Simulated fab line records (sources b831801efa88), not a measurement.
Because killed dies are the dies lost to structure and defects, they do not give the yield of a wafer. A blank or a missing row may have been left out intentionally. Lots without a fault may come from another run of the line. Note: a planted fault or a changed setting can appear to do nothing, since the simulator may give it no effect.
Matching of chambers / flow sky130 / 4 sister chambers for SKY_POLY_GATE_ETCH_16 on rieDiel-03
The step etches Si3N4 in CH3F/O2, stops on poly-Si, time 147.5 s, target depth 75 nm. 4 wafers are shown with their chamber, then 7 later ones without.

## EACH WAFER AND ITS CHAMBER
wafer=L201.3; chamber=3; drypumpMotorCurrentA (A)=5.3
wafer=L201.6; chamber=1; drypumpMotorCurrentA (A)=5.3
wafer=L202.2; chamber=0; drypumpMotorCurrentA (A)=5.2
wafer=L202.3; chamber=2; drypumpMotorCurrentA (A)=5.2

## WAFERS WITHOUT THEIR CHAMBER
wafer=L202.5; drypumpMotorCurrentA (A)=5.3
wafer=L205.1; drypumpMotorCurrentA (A)=5.3
wafer=L205.2; drypumpMotorCurrentA (A)=5.2
wafer=L205.5; drypumpMotorCurrentA (A)=5.1
wafer=L204.2; drypumpMotorCurrentA (A)=5.3
wafer=L204.3; drypumpMotorCurrentA (A)=5.1
wafer=L204.4; drypumpMotorCurrentA (A)=5.3

## THE CHAMBER EACH PASSED THROUGH
wafer=L202.5; from the rows above=can't be placed: 1 or 3 or 0 or 2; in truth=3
wafer=L205.1; from the rows above=can't be placed: 1 or 3 or 0 or 2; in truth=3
wafer=L205.2; from the rows above=can't be placed: 0 or 2 or 1 or 3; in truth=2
wafer=L205.5; from the rows above=can't be placed: 0 or 2 or 1 or 3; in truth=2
wafer=L204.2; from the rows above=can't be placed: 1 or 3 or 0 or 2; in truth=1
wafer=L204.3; from the rows above=can't be placed: 0 or 2 or 1 or 3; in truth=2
wafer=L204.4; from the rows above=can't be placed: 1 or 3 or 0 or 2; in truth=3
Placed correctly: 0 of 7. Unplaceable from these rows: 7, with the true chamber sitting among the candidates in 7. Number placed wrongly: 0.
How it was worked out, from the rows above alone: a wafer's distance from a chamber is the root of the sum, over the readings, of the square of ((its reading less the chamber's mean) divided by the reading's scatter). The wafer belongs to the nearest chamber; if the next one is less than 2 further off, it can't be placed. Each chamber's mean is taken over the wafers shown for it. The scatter: with one shown wafer a chamber, the root of the mean of the squares of how far each hidden wafer lies from its nearest shown one.
